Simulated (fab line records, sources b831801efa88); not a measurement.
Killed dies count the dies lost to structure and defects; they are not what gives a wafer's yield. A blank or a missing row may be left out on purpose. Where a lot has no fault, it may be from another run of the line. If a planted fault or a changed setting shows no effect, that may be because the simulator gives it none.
8D (eight disciplines) problem report, filled in by code ; flow gf180mcu ; the parts of the form that need people (team, actions taken, sign-off) are left out

## 1. THE PROBLEM
LVPWELL_RS at GF_VT_IMPLANT_RS_MEAS_48 reads a mean of 1222 ohm/sq on 6 wafers of 2 lots; wafers without a fault read 1196 ohm/sq with a standard deviation of 3.3. That is +7.7 standard deviations from the usual mean.
The step: measures by four-point-probe.
First observed at day 9 19:57: wafer L488.1, on filmMetro-04. The record has a number at this step for 39 wafers belonging to 13 lots. The rule behind "out" and "out of limits": a value lying over 4 standard deviations away from the usual mean. Any other wafer with a number is counted as sound.

## 2. WHAT THIS IS AND IS NOT
question;is;is not
which readings at this step;LVPWELL_RS;-
which lots;L488, L490;L482, L483, L485, L489, L491, L492, L497, L501, L503, L504, L505
which wafers of those lots;all that have a number;-
read on which gauges;filmMetro-04;filmMetro-01
when;from day 9 19:57;"up to then (12 sound wafers); but 21 sound wafers of L491, L492, L497, L501, L503, L504, L505 came after"

## 3. SUSPECTS, AND WHAT RULES EACH OUT
Counting: any tool at a process step up to the reading is kept as a suspect provided that every lot that is out went through it and no sound lot did after the first of them.
- the gauge at GF_VT_IMPLANT_RS_MEAS_48 is ruled out. All the wafers that are out were read on filmMetro-04, but those of them that GF_LVPWELL_IMPLANT_08 has rows for are out there too, on other tools.
- implanter-03 at GF_LVPWELL_IMPLANT_08: kept. All lots that are out passed through it, beginning with L488 at day 5 16:10, and no sound lot followed; its final sound lot before that point was L485 at day 4 21:02. Out on those wafers are its own readings of doseIonsCm2.
After counting, what remains is implanter-03 at GF_LVPWELL_IMPLANT_08.

## 4. THE CAUSE (what the simulator had put in)
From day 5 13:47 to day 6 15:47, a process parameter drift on implanter-03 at GF_LVPWELL_IMPLANT_08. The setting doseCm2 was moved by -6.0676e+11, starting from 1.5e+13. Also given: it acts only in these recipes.
This tool alone remained once counting was done.

## 5. THE CHAIN OF EFFECTS, in route order
Rows list readings where the struck wafers' mean (over those with a number) sits beyond 3 standard deviations from the usual. Scope: only readings with a usual standard deviation given in the record; hours: median across lots of the time from each lot's start at the first step in this table that gives one to its start at this step; sigmas: change in usual standard deviations.
hours;step;reading;usual;on struck wafers;change;sigmas
0;GF_LVPWELL_IMPLANT_08;doseIonsCm2;1.5e+13;1.4e+13;-6.1e+11;-31
100;GF_VT_IMPLANT_RS_MEAS_48;LVPWELL_RS;1196 ohm/sq;1222;+26;+7.7
It contains these process steps:
- GF_LVPWELL_IMPLANT_08

## 6. WHAT WOULD HAVE CAUGHT IT SOONER
The first out-of-limits reading at a measuring or inspecting step in this record came at day 9 19:57, 102 hours after the fault's start at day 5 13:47.
The tool's own readings at GF_LVPWELL_IMPLANT_08 were out on every struck wafer that the step has a row for (doseIonsCm2): an alarm limit on them would have fired on the first of those.
By day 9 19:57 the whole set of lots that are out, 2 in number, had already begun GF_LVPWELL_IMPLANT_08 on implanter-03. Tool hold at that time: it would have spared none of them.
